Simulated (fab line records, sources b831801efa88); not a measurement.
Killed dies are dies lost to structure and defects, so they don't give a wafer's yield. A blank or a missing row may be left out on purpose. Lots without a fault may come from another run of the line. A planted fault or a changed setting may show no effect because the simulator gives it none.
fab line records | flow gf180mcu
record lots=5 wafers=15 last_day=34
route steps=602 shown CONTACT@314 M1@315
lots that met no fault: from a run of the same line without faults
start_h: hours from the record's first day to the start of the lot's first wafer shown | wait_h: hours since the lot's step before | " the same as in the row above | L1.1+2: a row that stands for several wafers | - no value, or no start given | * or withheld: withheld | < > ~ a bound
route shown NAME@n: a module of which the file shows steps, and the number in the route of the first | usual: mean/standard deviation of fault-free wafers | same: alike in all rows | chamber/n: place in a boat | sites: the reading at each site | _std_site: their standard deviation | _edge_site: outer sites' mean less inner sites' | radius_mm: how far each site lies from the wafer's centre | mask NAME#n: copy n | behind: the tool/chamber that last shaped the wafer | hold: why the lot was held/for how many hours/how that ended | device: the transistor (n, p or np) that didn't switch | end of line: the same wafers' tests at the end of the route | a step without rows: its recipe alone | killed: dies lost to structure and defects at the first sort, not the wafer's yield | map: a wafer's dies, x killed, . not, _ none there
set.NAME: the setting as run; set.NAME@STEP: as run at that earlier step | model.NAME: the simulator's own value behind a step, which no gauge read
lots at some steps of the route; a table a step, a row a wafer
services: from which hour (start_h, from the record's first day; less than 0 if before it) a tool's chamber was out of use, for how many hours, and why
## steps
# step GF_CONTACT_CMP_27
# recipe stop_on=SiO2 down_force_psi=3.5 platen_rpm=60 t_overpolish_s=15 target_thk_nm=0 pad_velocity_m_s=0.94248
# usual motor_current_A=10.8/1 overpolish_run_s=15.000/0.0094 platen_rpm=60.00/0.044 time_to_endpoint_s=74/3.6
# columns lot.wafer tool chamber start_h wait_h motor_current_A overpolish_run_s platen_rpm time_to_endpoint_s
L144.1 cmp-02 3 384.63 0.1 11.4 15.010 60.04 76
L144.3 " 1 " " 9.3 14.995 59.98 75
L144.6 " 0 " " 10.3 14.991 60.05 74
L147.4 cmp-01 3 411.74 0.0 11.1 14.996 60.04 75
L147.1 " 2 " " 9.2 14.998 59.98 74
L147.6 " 0 " " 11.1 14.997 60.11 75
L153.4 cmp-02 1 469.93 0.1 9.0 14.993 59.96 74
L153.3 " 2 " " 11.3 15.000 60.07 76
L153.5 " 0 " " 9.9 14.988 59.97 73
L160.3 cmp-02 0 525.84 0.1 10.6 14.994 59.93 74
L160.2 " 1 " " 8.8 15.004 59.96 75
L160.6 " 3 " " 12.2 15.010 59.95 74
L164.2 cmp-02 0 548.53 0.1 10.5 15.017 59.91 73
L164.4 " 2 " " 10.7 14.983 60.08 78
L164.5 " 3 " " 11.8 14.997 59.95 76
# step GF_M1_SPUTTER_00
# recipe material=Ti target_thk_nm=37.5 arriving_ion_energy_ev=80 substrate_temp_c=200 chamber_pressure_pa=2 power_w=4000 time_s=150
# usual chamber_pressure_pa=2.000/0.0042 throttle_valve_pct=30.6/1.1
# columns lot.wafer tool chamber start_h wait_h chamber_pressure_pa throttle_valve_pct
L144.1 pvd_sputter-02 - 384.93 0.2 1.998 29.1
L144.3 " - " " 1.998 31.9
L144.6 " - " " 1.997 30.8
L147.1 pvd_sputter-01 - 412.04 0.1 1.997 29.5
L147.4 " - " " 1.998 30.8
L147.6 " - " " 1.992 30.6
L153.3 pvd_sputter-02 - 470.18 0.1 2.002 32.3
L153.4 " - " " 1.997 31.3
L153.5 " - " " 1.995 30.6
L160.2 pvd_sputter-01 - 526.04 0.1 2.006 29.5
L160.3 " - " " 2.003 30.7
L160.6 " - " " 2.002 30.9
L164.2 pvd_sputter-02 - 548.78 0.2 2.002 29.0
L164.4 " - " " 2.005 30.6
L164.5 " - " " 1.999 32.0
# step GF_M1_SPUTTER_01
# recipe material=TiN target_thk_nm=30 power_w=6500 time_s=25 chamber_pressure_pa=0.4
# usual chamber_pressure_pa=0.4000/0.00074 throttle_valve_pct=30.6/1.1
# columns lot.wafer tool chamber start_h wait_h chamber_pressure_pa throttle_valve_pct
L144.1 pvd_sputter-02 - 385.03 0.1 0.3994 29.0
L144.3 " - " " 0.4012 32.0
L144.6 " - " " 0.4009 31.0
L147.1 pvd_sputter-01 - 412.14 0.1 0.3997 29.2
L147.4 " - " " 0.4010 31.3
L147.6 " - " " 0.3998 30.7
L153.3 pvd_sputter-02 - 470.28 0.1 0.4001 32.1
L153.4 " - " " 0.3991 31.3
L153.5 " - " " 0.3995 30.9
L160.2 pvd_sputter-01 - 526.14 0.1 0.3986 29.3
L160.3 " - " " 0.3997 30.5
L160.6 " - " " 0.3991 31.0
L164.2 pvd_sputter-02 - 548.88 0.1 0.3987 29.1
L164.4 " - " " 0.4004 30.8
L164.5 " - " " 0.4020 31.8
# step GF_M1_SPUTTER_02
# recipe material=AlCu target_thk_nm=450 power_w=10600 time_s=23.9 chamber_pressure_pa=0.4
# usual chamber_pressure_pa=0.4001/0.00082 throttle_valve_pct=30.7/1.1
# columns lot.wafer tool chamber start_h wait_h chamber_pressure_pa throttle_valve_pct
L144.1 pvd_sputter-02 - 385.06 0.0 0.3995 28.9
L144.3 " - " " 0.3994 32.1
L144.6 " - " " 0.4001 30.9
L147.1 pvd_sputter-01 - 412.17 0.0 0.3993 29.5
L147.4 " - " " 0.4003 31.0
L147.6 " - " " 0.4007 30.5
L153.3 pvd_sputter-02 - 470.31 0.0 0.3996 31.9
L153.4 " - " " 0.4005 31.4
L153.5 " - " " 0.4002 30.7
L160.2 pvd_sputter-01 - 526.17 0.0 0.4011 29.5
L160.3 " - " " 0.4007 30.4
L160.6 " - " " 0.3988 30.9
L164.2 pvd_sputter-02 - 548.91 0.0 0.3988 28.9
L164.4 " - " " 0.4004 30.9
L164.5 " - " " 0.3993 32.2
# step GF_M1_SPUTTER_03
# recipe material=Ti target_thk_nm=10 substrate_temp_c=300 chamber_pressure_pa=0.3 power_w=3000 time_s=6.7
# step GF_M1_SPUTTER_04
# recipe material=TiN target_thk_nm=50 power_w=6500 time_s=41.7 chamber_pressure_pa=0.4
# step GF_M1_RS_MEAS_05
# recipe thk_meas_gauge=four-point-probe reads=TiN_of_M1_SPUTTER_04+Ti_of_M1_SPUTTER_03+AlCu_of_M1_SPUTTER_02+TiN_of_M1_SPUTTER_01+Ti_of_M1_SPUTTER_00
# usual M1_ALCU_RS=0.0697/0.00067
# columns lot.wafer tool chamber start_h wait_h M1_ALCU_RS[ohm/sq]
L144.1 film_metro-01 - 385.15 0.0 0.0698
L144.3 " - " " 0.0699
L144.6 " - " " 0.0704
L147.1 film_metro-02 - 412.26 0.0 0.0703
L147.4 " - " " 0.0692
L147.6 " - " " 0.0693
L153.3 film_metro-02 - 470.44 0.1 0.0686
L153.4 " - " " 0.0689
L153.5 " - " " 0.0691
L160.2 film_metro-01 - 526.28 0.0 0.0708
L160.3 " - " " 0.0709
L160.6 " - " " 0.0697
L164.2 film_metro-04 - 549.02 0.0 0.0698
L164.4 " - " " 0.0695
L164.5 " - " " 0.0698
# step GF_M1_THK_MEAS_06
# recipe thk_meas_gauge=xrf reads=AlCu_of_M1_SPUTTER_02
# usual M1_ALCU_THK=448/4.2
# columns lot.wafer tool chamber start_h wait_h M1_ALCU_THK[nm]
L144.1 film_metro-01 - 385.27 0.1 448
L144.3 " - " " 446
L144.6 " - " " 442
L147.1 film_metro-02 - 412.38 0.1 443
L147.4 " - " " 452
L147.6 " - " " 452
L153.3 film_metro-02 - 470.54 0.1 456
L153.4 " - " " 457
L153.5 " - " " 454
L160.2 film_metro-01 - 526.39 0.1 440
L160.3 " - " " 439
L160.6 " - " " 447
L164.2 film_metro-04 - 549.13 0.1 448
L164.4 " - " " 450
L164.5 " - " " 446
# step GF_M1_DEHYDRATE_07
# recipe temp_c=200 time_s=60
# step GF_M1_HMDS_08
# recipe prime_time_s=60 prime_temp_c=120
# step GF_M1_COAT_09
# recipe resist=KrF spin_rpm=withheld resist_thk_nm=1000
# step GF_M1_SOFTBAKE_10
# recipe temp_c=130 time_s=60 resist=KrF
# step GF_M1_EXPOSE_11
# recipe mask_id=Metal1 target_cd_nm=230 na=0.68 source_shape=conventional sigma_outer=0.6 dose_mj=28
# usual exposure_dose_mJ_cm2=27.964/0.025
# columns lot.wafer tool chamber start_h wait_h mask exposure_dose_mJ_cm2
L144.1 krf_scanner-02 0 396.52 - Metal1#0 27.995
L144.3 " 0 " " Metal1#0 27.961
L144.6 " 0 " " Metal1#0 27.979
L147.1 krf_scanner-01 0 424.65 - Metal1#0 27.917
L147.4 " 0 " " Metal1#0 27.947
L147.6 " 0 " " Metal1#0 27.975
L153.3 krf_scanner-01 0 482.41 - Metal1#0 25.689
L153.4 " 0 " " Metal1#0 25.700
L153.5 " 0 " " Metal1#0 25.670
L160.2 krf_scanner-02 0 538.29 - Metal1#0 27.934
L160.3 " 0 " " Metal1#0 27.969
L160.6 " 0 " " Metal1#0 27.903
L164.2 krf_scanner-01 0 560.39 - Metal1#0 27.949
L164.4 " 0 " " Metal1#0 27.949
L164.5 " 0 " " Metal1#0 27.944
# step GF_M1_PEB_12
# recipe peb_temp_c=135 peb_time_s=90 resist=KrF
# step GF_M1_DEVELOP_13
# recipe develop_time_s=60 dev_temp_c=21
# step GF_M1_CD_MEAS_14
# recipe target_cd_nm=230
# usual cd_nm=230.2/1.2
# columns lot.wafer tool chamber start_h wait_h cd_nm
L144.1 cd_sem-01 - 407.93 0.1 231.6
L144.3 " - " " 232.0
L144.6 " - " " 230.6
L147.1 cd_sem-01 - 436.68 0.1 228.4
L147.4 " - " " 229.7
L147.6 " - " " 229.1
L153.3 cd_sem-02 - 494.47 0.1 218.6
L153.4 " - " " 212.8
L153.5 " - " " 173.5
L160.2 cd_sem-02 - 549.20 0.1 230.0
L160.3 " - " " 229.5
L160.6 " - " " 229.1
L164.2 cd_sem-01 - 571.40 0.1 230.1
L164.4 " - " " 229.7
L164.5 " - " " 230.3
# step GF_M1_OVL_MEAS_15
# usual M1_OVL=5/4.6
# columns lot.wafer tool chamber start_h wait_h M1_OVL[nm]
L144.1 overlay-02 - 408.05 0.1 8
L144.3 " - " " 9
L144.6 " - " " 5
L147.1 overlay-01 - 436.80 0.1 0
L147.4 " - " " 2
L147.6 " - " " -1
L153.3 overlay-02 - 494.56 0.1 0
L153.4 " - " " 4
L153.5 " - " " 9
L160.2 overlay-01 - 549.31 0.1 10
L160.3 " - " " 4
L160.6 " - " " 12
L164.2 overlay-01 - 571.51 0.1 8
L164.4 " - " " 7
L164.5 " - " " 1
# step GF_M1_METAL_ETCH_16
# recipe chemistry=Cl2/BCl3 mask_material=KrF target_depth_nm=627.5 stop_on=SiO2 pressure_mtorr=8 icp_w=800 bias_w=140 Cl2_flow_sccm=80 bcl3_flow_sccm=40 time_s=104.6
# usual drypump_motor_current_A=5.7/0.49 oes_product_au=0.970/0.0064 throttle_valve_pct=28.252/0.011
# columns lot.wafer tool chamber start_h wait_h drypump_motor_current_A oes_product_au rf_hours_counter_h throttle_valve_pct model.M1.cd_nm
L144.1 rie_metal-02 0 408.08 0.0 5.2 0.965 8 28.233 231.9
L144.3 " 1 " " 5.4 0.979 - 28.252 231.7
L144.6 " 0 " " 5.2 0.969 - 28.264 229.2
L147.1 rie_metal-02 0 436.84 0.0 5.2 0.951 8 28.257 227.9
L147.4 " 1 " " 5.4 0.971 - 28.229 228.9
L147.6 " 0 " " 5.2 0.972 - 28.267 231.3
L153.3 rie_metal-04 0 494.66 0.1 6.2 0.978 - 28.243 215.5
L153.4 " 0 " " 6.2 0.974 - 28.239 212
L153.5 " 0 " " 6.2 0.977 - 28.259 172.7
L160.2 rie_metal-02 1 549.34 0.0 5.4 0.969 1 28.260 225.9
L160.3 " 0 " " 5.2 0.972 - 28.249 228.8
L160.6 " 0 " " 5.2 0.972 - 28.240 227.6
L164.2 rie_metal-04 1 571.58 0.1 5.1 0.964 - 28.260 225.5
L164.4 " 1 " " 5.1 0.968 - 28.245 226.6
L164.5 " 1 " " 5.1 0.967 - 28.254 224.3
# step GF_M1_STRIP_17
# recipe chemistry=O2/N2 power_w=1400 pressure_mtorr=1500 platen_temp_c=250 o2_flow_sccm=3000 n2_flow_sccm=300 overash_fraction=0.5
# usual drypump_motor_current_A=5.6/0.35 heater_power_w=315/28 n2_flow_sccm=299.9/0.94 oes_product_au=0.559/0.0053 strip_time_to_endpoint_s=7.91/0.055
# columns lot.wafer tool chamber start_h wait_h drypump_motor_current_A heater_power_w n2_flow_sccm oes_product_au rf_hours_counter_h strip_time_to_endpoint_s
L144.1 plasma_asher-02 0 408.20 0.1 5.1 286 300.9 0.553 31 7.79
L144.3 " 1 " " 5.3 286 299.3 0.555 - 7.91
L144.6 " 0 " " 5.1 295 301.4 0.552 - 7.83
L147.1 plasma_asher-04 1 436.95 0.1 5.7 315 300.1 0.555 1 7.82
L147.4 " 0 " " 5.8 362 299.2 0.555 - 7.87
L147.6 " 1 " " 5.7 304 301.5 0.567 - 7.84
L153.3 plasma_asher-02 1 494.85 0.1 5.3 302 298.6 0.557 - 7.99
L153.4 " 0 " " 5.1 283 299.6 0.567 - 8.00
L153.5 " 1 " " 5.3 293 299.0 0.557 - 7.96
L160.2 plasma_asher-04 1 549.45 0.1 5.7 314 299.8 0.562 14 7.92
L160.3 " 1 " " 5.7 314 298.3 0.552 - 7.85
L160.6 " 1 " " 5.7 309 297.8 0.564 - 7.89
L164.2 plasma_asher-04 0 571.76 0.1 5.8 361 298.8 0.561 16 7.91
L164.4 " 0 " " 5.8 356 299.5 0.558 - 7.87
L164.5 " 0 " " 5.8 355 299.8 0.556 - 7.89
## services
# columns tool chamber start_h hours kind
krf_scanner-01 - 375.04 0.8 pm
krf_scanner-01 - 382.78 1.3 pm
krf_scanner-02 - 392.16 4.0 pm
cmp-02 - 404.00 4.0 pm
plasma_asher-04 - 421.35 9.0 pm
krf_scanner-02 - 430.64 0.8 pm
krf_scanner-02 - 434.61 1.0 pm
rie_metal-04 0 438.97 12.5 repair
cmp-02 - 454.54 12.0 pm
pvd_sputter-02 - 459.01 8.3 repair
krf_scanner-01 - 463.09 0.5 repair
krf_scanner-01 - 467.95 0.2 repair
rie_metal-02 1 483.83 8.4 repair
cmp-02 - 490.13 5.3 pm
pvd_sputter-01 - 492.98 2.6 repair
krf_scanner-02 - 494.02 3.6 pm
krf_scanner-02 - 497.58 1.3 pm
krf_scanner-02 - 498.57 1.3 repair
krf_scanner-01 - 517.69 1.0 pm
pvd_sputter-02 - 525.37 2.5 repair
krf_scanner-01 - 531.58 0.4 repair
krf_scanner-01 - 543.84 0.8 pm
krf_scanner-02 - 547.76 30.2 repair
plasma_asher-04 - 569.61 1.5 repair
## key
first_sign step=GF_M1_EXPOSE_11 reading=exposure_dose_mJ_cm2 direction=down sigmas=91 usual=27.964 struck=25.686
effect step=GF_M1_CD_MEAS_14 reading=cd_nm direction=down sigmas=24 usual=230.2 struck=201.6 through=control_loop
model_effect step=GF_M1_METAL_ETCH_16 value=M1.cd_nm without=229.1 struck=200
met_at GF_M1_EXPOSE_11
struck_wafers L153.3,L153.4,L153.5
later_rows_left_out L153.5
sort_left_out L153.3,L153.4,L153.5
loop_trim step=GF_M1_EXPOSE_11 setting=dose lots=L153
onset_between 424.65 482.41
fault kind=process_parameter_drift tool=krf_scanner-01 chamber=- onset_h=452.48 steps=GF_M1_EXPOSE_11 channel=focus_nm offset=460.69 spread_by_wafer=0.3 shape=step end_h=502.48
# sort_left_out: the simulated sort isn't trusted on such a fault, so these wafers' sort isn't shown, and their yield isn't known
# later_rows_left_out: the simulator's readings of these wafers behind a module that went badly wrong aren't trusted and aren't shown, but for the sort
# loop_trim: a control loop set the setting to another value than it would have without faults
